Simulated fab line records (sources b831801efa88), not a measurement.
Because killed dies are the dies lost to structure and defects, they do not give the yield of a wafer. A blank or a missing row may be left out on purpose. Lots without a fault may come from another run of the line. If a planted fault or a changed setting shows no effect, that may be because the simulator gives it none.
A sampling plan put to the test :: flow sky130 :: 4 faults told of in these records, all on one fab line, each judged by the records of the lots it struck
The plan consists of the line's own looks: route steps at which the wafer is read by a gauge or an inspection but not changed. Where struck wafers have a number at a look and the file lists that look's usual mean and standard deviation on fault-free wafers, the look can be judged. Caught: a look later than the fault's first step finds the struck wafers' mean 4 or more of those standard deviations (sigma) from the usual mean. On the tool: here the same test is run on the tool's own readings at the fault's steps. If the struck wafers alone have a blank record, or they carry another recipe, that too counts as caught.

THE FAULTS, as the simulator had put them in
1. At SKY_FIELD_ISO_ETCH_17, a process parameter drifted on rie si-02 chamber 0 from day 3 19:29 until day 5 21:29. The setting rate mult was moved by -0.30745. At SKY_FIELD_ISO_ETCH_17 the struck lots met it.
2. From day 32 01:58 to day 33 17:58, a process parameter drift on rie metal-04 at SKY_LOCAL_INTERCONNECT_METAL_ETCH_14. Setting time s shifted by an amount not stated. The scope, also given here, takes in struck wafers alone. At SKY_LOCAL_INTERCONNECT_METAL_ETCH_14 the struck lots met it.
3. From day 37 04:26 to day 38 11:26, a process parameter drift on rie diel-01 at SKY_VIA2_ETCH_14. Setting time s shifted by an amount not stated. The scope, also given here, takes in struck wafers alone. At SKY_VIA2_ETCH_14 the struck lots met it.
4. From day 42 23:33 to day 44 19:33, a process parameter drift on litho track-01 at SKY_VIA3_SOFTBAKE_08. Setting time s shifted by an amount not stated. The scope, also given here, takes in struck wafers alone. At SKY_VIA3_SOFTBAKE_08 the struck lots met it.

WHAT THE PLAN SAW
fault: 1
on the tool itself: oes product au -17 sigma
first look that catches it: none of the 2 looks that can be judged after it
reading, sigma: -
median hours from its first step to that look: -
hours from the fault's start to the first struck lot there: -
judged looks passed uncaught: 2

fault: 2
on the tool itself: run length s +7.0 sigma
first look that catches it: not the one look that can be judged after it
reading, sigma: -
median hours from its first step to that look: -
hours from the fault's start to the first struck lot there: -
judged looks passed uncaught: 1

fault: 3
on the tool itself: oes product au +16 sigma
first look that catches it: no look after it can be judged
reading, sigma: -
median hours from its first step to that look: -
hours from the fault's start to the first struck lot there: -
judged looks passed uncaught: 0

fault: 4
on the tool itself: run length s -99 or beyond sigma
first look that catches it: no look after it can be judged
reading, sigma: -
median hours from its first step to that look: -
hours from the fault's start to the first struck lot there: -
judged looks passed uncaught: 0
A dash: this means the fault isn't caught or the number doesn't appear in these records.

Caught at a look: 0 of 4. Caught on the tool: 4 of 4. By one or the other: 4 of 4.
Caught on the tool alone: faults 1, 2, 3, 4.
